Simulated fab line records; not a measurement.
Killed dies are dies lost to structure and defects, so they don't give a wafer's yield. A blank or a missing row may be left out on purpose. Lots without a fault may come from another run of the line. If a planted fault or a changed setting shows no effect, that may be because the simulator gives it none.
Matching of chambers + flow sky130 + SKY_VIA2_ETCH_15 on rie-diel-01: 4 sister chambers
The step etches SiO2 in C4F8/O2/Ar, stops on TiN, target depth 546 nm, time 84 s. 4 wafers are shown with their chamber, then 6 later ones without.

## WAFERS PAIRED WITH THEIR CHAMBERS
| wafer  | chamber | oes-product-au (a.u.) |
|--------|---------|-----------------------|
| L981.1 | 1       | 0.941                 |
| L981.5 | 3       | 0.944                 |
| L994.5 | 2       | 0.947                 |
| L994.6 | 0       | 0.952                 |

## WAFERS WHOSE CHAMBER IS MISSING
| wafer  | oes-product-au (a.u.) |
|--------|-----------------------|
| L993.3 | 0.940                 |
| L993.5 | 0.937                 |
| L993.6 | 0.933                 |
| L995.1 | 0.939                 |
| L995.2 | 0.944                 |
| L995.5 | 0.948                 |

## CHAMBER TAKEN BY EACH
| wafer  | from the rows above               | in truth |
|--------|-----------------------------------|----------|
| L993.3 | can't be placed: 1 or 3 or 2      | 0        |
| L993.5 | can't be placed: 1 or 3 or 2      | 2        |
| L993.6 | can't be placed: 1 or 3 or 2      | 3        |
| L995.1 | can't be placed: 1 or 3 or 2      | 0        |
| L995.2 | can't be placed: 3 or 1 or 2      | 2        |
| L995.5 | can't be placed: 2 or 0 or 3 or 1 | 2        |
0 of 6 placed correctly. Not placeable from these rows: 6 (in 4, the candidates include the true chamber). 0 placed wrongly.
How it was worked out, from the rows above alone: a wafer's distance from a chamber is the root of the sum, over the readings, of the square of ((its reading less the chamber's mean) divided by the reading's scatter). If the next closest chamber is less than 2 further off than the closest, the wafer can't be placed; otherwise it belongs to the closest. For every chamber, the mean is computed from those of its wafers that are shown. The scatter (one wafer shown for each chamber): square how far every hidden wafer sits from the nearest shown wafer, average those squares and take the square root.
